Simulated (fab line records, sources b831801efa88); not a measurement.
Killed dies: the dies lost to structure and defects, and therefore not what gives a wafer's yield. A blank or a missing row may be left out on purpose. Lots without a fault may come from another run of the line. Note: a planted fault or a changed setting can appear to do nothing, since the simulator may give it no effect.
Comparing a struck lot with a sound one + flow gf180mcu + 28 steps out of a route of 602
Sound: the wafers L768.1, L768.2, L768.4. Wafers struck: L767.2, L767.3, L767.4. At the end, the cause is stated.
Order at every step that has rows: each side's tool, ch and its chambers, its first start. Under that, the readings that differ: sound wafers + struck wafers + difference of the means + sigmas: that difference in standard deviations of wafers without a fault.
alike: readings whose means differ by less than 2 such deviations, and words and numbers that are the same on both sides. not compared: withheld readings, readings that some wafer has no value for, bounds like >300 that may hide the same value, and numbers for which the record gives no deviation and whose values overlap.
The two part at a step that has a row with sigmas, a row that says differs or no value, or rows on one side only. Numbers that don't overlap but have no deviation are shown without sigmas and don't part them. A reading missing from all wafers of one side parts the sides only when that side holds two or more wafers.

GF_V3_ETCH_17: etches SiO2 in C4F8/O2/Ar, stops on TiN, target depth 635 nm.
  sound: rieDiel-01 ch 0,1,3; struck: rieDiel-02 ch 0,2,3
  alike: oesProductAu
GF_V3_STRIP_18: strips in O2/N2.
  sound on plasmaAsher-03 ch 0,1, day 26 02:34; struck on plasmaAsher-03 ch 0,1, day 25 23:30
  alike: drypumpMotorCurrentA, heaterPowerW, o2FlowSccm, oesProductAu
  not compared: rfHoursCounterH
then, 2 steps without rows for these wafers: GF_V3_STRIP_19 (strips in post etch residue remover, time 1200 s); GF_V3_CLEAN_20 (cleans in DIW).
GF_V3_SPUTTER_21: material Ti, target thk 15 nm, time 80.02 s.
  struck on pvdSputter-03, day 26 00:04; sound on pvdSputter-02, day 26 03:05
  alike: cathodeDcPowerW, chamberPressurePa, throttleValvePct
GF_V3_SPUTTER_22: material TiN, target thk 10 nm, time 40 s.
  struck on pvdSputter-03, day 26 00:07; sound on pvdSputter-02, day 26 03:09
  alike: cathodeDcPowerW, chamberPressurePa, throttleValvePct
then, 1 step without rows for these wafers: GF_V3_CVD_23 (deposits W, target thk 350 nm, time 104.9 s).
GF_V3_RS_MEAS_24: uses a four-point probe to measure.
  struck on filmMetro-03, day 26 00:18; sound on filmMetro-02, day 26 03:18
  alike: V3_W_RS
GF_V3_THK_MEAS_25: measures by xrf.
  struck on filmMetro-03, day 26 00:25; sound on filmMetro-02, day 26 03:25
  alike: V3_W_THK
then, 3 steps without rows for these wafers: GF_V3_CMP_26 (polishes, stops on SiO2, t overpolish 15 s, target thk 0 nm); GF_M4_SPUTTER_00 (material Ti, target thk 37.5 nm, time 150 s); GF_M4_SPUTTER_01 (material TiN, target thk 30 nm, time 25 s).
GF_M4_SPUTTER_02: material AlCu, target thk 450 nm, time 23.9 s.
  struck on pvdSputter-01, day 26 00:53; sound on pvdSputter-01, day 26 03:55
  no value came back on the struck wafers for cathodeDcPowerW (W), chamberPressurePa (Pa), throttleValvePct (%); on the sound wafers cathodeDcPowerW (W) reads 10599 10602 10599
then, 2 steps without rows for these wafers: GF_M4_SPUTTER_03 (material Ti, target thk 10 nm, time 6.7 s); GF_M4_SPUTTER_04 (material TiN, target thk 50 nm, time 41.7 s).
GF_M4_RS_MEAS_05: uses a four-point probe to measure.
  struck on filmMetro-01, day 26 01:00; sound on filmMetro-01, day 26 04:01
| reading             | sound                | struck               | difference | sigmas      |
|---------------------|----------------------|----------------------|------------|-------------|
| M4_ALCU_RS (ohm/sq) | 0.0705 0.0703 0.0692 | 7.1428 7.1549 7.1469 | +7.0782    | +99 or more |
GF_M4_THK_MEAS_06: measures by xrf.
  struck on filmMetro-01, day 26 01:07; sound on filmMetro-01, day 26 04:08
| reading          | sound       | struck   | difference | sigmas |
|------------------|-------------|----------|------------|--------|
| M4_ALCU_THK (nm) | 446 444 456 | <0 <0 <0 | differs    |        |
then, 7 steps without rows for these wafers: GF_M4_DEHYDRATE_07 (time 60 s); GF_M4_HMDS_08 (prime time 60 s); GF_M4_COAT_09 (resist thk 1000 nm); GF_M4_SOFTBAKE_10 (time 60 s); GF_M4_EXPOSE_11 (exposes mask Metal4, target cd 280 nm); GF_M4_PEB_12 (peb time 90 s); GF_M4_DEVELOP_13 (develop time 60 s).
GF_M4_CD_MEAS_14 targets a cd of 280 nm.
  struck on cdSem-01, day 26 21:40; sound on cdSem-01, day 27 01:01
  alike: cdNm
GF_M4_OVL_MEAS_15:
  struck on overlay-02, day 26 21:46; sound on overlay-02, day 27 01:08
  alike: M4_OVL
GF_M4_METAL_ETCH_16: etches the open film in Cl2/BCl3, stops on SiO2, target depth 627.5 nm, time 104.6 s.
  sound on rieMetal-04 ch 0,1, day 27 01:10; struck on rieMetal-01 ch 0, day 26 21:50
| reading                  | sound                | struck               | difference | sigmas |
|--------------------------|----------------------|----------------------|------------|--------|
| drypumpMotorCurrentA (A) | 5.6 5.1 5.6          | 6.3 6.4 6.4          | +0.9       | +3     |
| oesProductAu (a.u.)      | 0.970 0.971 0.977    | 0.985 0.986 0.991    | +0.015     | +2     |
| throttleValvePct (%)     | 28.252 28.269 28.256 | 28.234 28.245 28.223 | -0.025     | -2     |
  not compared: rfHoursCounterH
GF_M4_STRIP_17: strips in O2/N2.
  sound on plasmaAsher-01 ch 0,1, day 27 01:17; struck on plasmaAsher-04 ch 0,1, day 26 22:01
  alike: drypumpMotorCurrentA, heaterPowerW, o2FlowSccm, oesProductAu, stripTimeToEndpointS
  not compared: rfHoursCounterH

## WHERE THEY PART
Last at GF_M4_METAL_ETCH_16 as far as this record goes, first at GF_M4_SPUTTER_02. Later steps at which nothing parts them and some readings are alike: GF_M4_STRIP_17.

WHY: what had been put in by the simulator
Skipped step whole: pvdSputter-01, from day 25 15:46 on, at GF_M4_SPUTTER_02. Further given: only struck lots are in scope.
